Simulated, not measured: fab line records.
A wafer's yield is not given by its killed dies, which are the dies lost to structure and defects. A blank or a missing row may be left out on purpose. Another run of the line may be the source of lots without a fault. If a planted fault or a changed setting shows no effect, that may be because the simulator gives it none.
Struck lot and sound lot, side by side :: flow gf180mcu :: 19 out of 602 route steps
Sound: wafers L836.1, L836.3, L836.4. Wafers L844.2, L844.5, L844.6 were the ones struck. The cause comes at the end.
At each step with rows: each side's tool, then ch and its chambers, then its first start. Under that, the readings that differ: sound wafers :: struck wafers :: difference of the means :: sigmas: that difference in standard deviations of wafers without a fault.
alike: readings with means less than 2 such deviations apart, plus words and numbers identical on both sides. not compared: withheld readings, readings lacking a value on some wafer, bounds such as >300 that could conceal the same value, and numbers that have no deviation in the record and whose values overlap.
Wherever a step has rows on one side only, a row that says differs or no value, or a row with sigmas, the two part there. Numbers that don't overlap but have no deviation are shown without sigmas and don't part them. Lack of a reading on every wafer of one side parts them only where that side has two or more wafers.

first, 2 steps without rows for these wafers: GF_M4_CLEAN_19 (cleans in DIW); GF_V4_CVD_00 (deposits SiO2, target thk 600 nm, time 100 s).
GF_V4_THK_MEAS_01:
  struck on film-metro-03, day 26 21:28; sound on film-metro-01, day 24 02:05
  alike: V4_CVD_00_THK
GF_V4_CVD_02: deposits SiO2 from TEOS, target thk 850 nm, time 94.851 s.
  sound on pecvd-04 ch 1,2, day 24 02:08; struck on pecvd-03 ch 0,2, day 26 21:31
  alike: heater-power-w, susceptor-temp-C
GF_V4_THK_MEAS_03:
  struck on film-metro-04, day 26 21:36; sound on film-metro-04, day 24 02:13
  alike: V4_CVD_02_THK
GF_V4_CMP_04: polishes SiO2.
  sound on cmp-02 ch 0,1,3, day 24 02:16; struck on cmp-01 ch 0,3, day 26 21:39
  alike: head-pressure-psi, motor-current-A, time-to-endpoint-s
GF_V4_BOW_MEAS_05:
  struck on film-metro-04, day 26 21:58; sound on film-metro-04, day 24 02:34
  alike: V4_BOW
then, 5 steps without rows for these wafers: GF_V4_DEHYDRATE_06 (time 60 s); GF_V4_HMDS_07 (prime time 60 s); GF_V4_COAT_08; GF_V4_COAT_09 (resist thk 1000 nm); GF_V4_SOFTBAKE_10 (time 60 s).
GF_V4_EXPOSE_11: exposes mask Via4, target cd 260 nm.
  sound on krf-scanner-01 ch 0, day 24 13:50; struck on krf-scanner-02 ch 0, day 27 08:29
reading: model.V4.overlay-x-nm (nm)
sound: -7.218 -7.218 -7.218
struck: 44.34 44.34 44.34
difference: +51.56
sigmas: 
  alike: mask, exposure-dose-mJ-cm2, reticle-temp-C
then, 2 steps without rows for these wafers: GF_V4_PEB_12 (peb time 90 s); GF_V4_DEVELOP_13 (develop time 60 s).
GF_V4_CD_MEAS_14: target cd 260 nm.
  struck on cd-sem-02, day 27 17:37; sound on cd-sem-01, day 25 00:31
  alike: cd-nm
GF_V4_OVL_MEAS_15:
  struck on overlay-02, day 27 17:43; sound on overlay-01, day 25 00:38
reading: V4_OVL (nm)
sound: -13 -16 -7
struck: 45 55 48
difference: +61
sigmas: +11
GF_V4_ETCH_16: etches BARC in N2/H2.
  sound on rie-diel-03 ch 0,2,3, day 25 00:40; struck on rie-diel-01 ch 0,1, day 27 17:44
  alike: drypump-motor-current-A, n2-flow-sccm, oes-product-au, throttle-valve-pct
next, for these wafers, 1 step has no rows: GF_PASSIVATION_PROBE_99.

## WHERE THEY PART
Within this record, at GF_V4_OVL_MEAS_15 only. Later steps at which nothing parts them and some readings are alike: GF_V4_ETCH_16.

WHY: what had been put in by the simulator
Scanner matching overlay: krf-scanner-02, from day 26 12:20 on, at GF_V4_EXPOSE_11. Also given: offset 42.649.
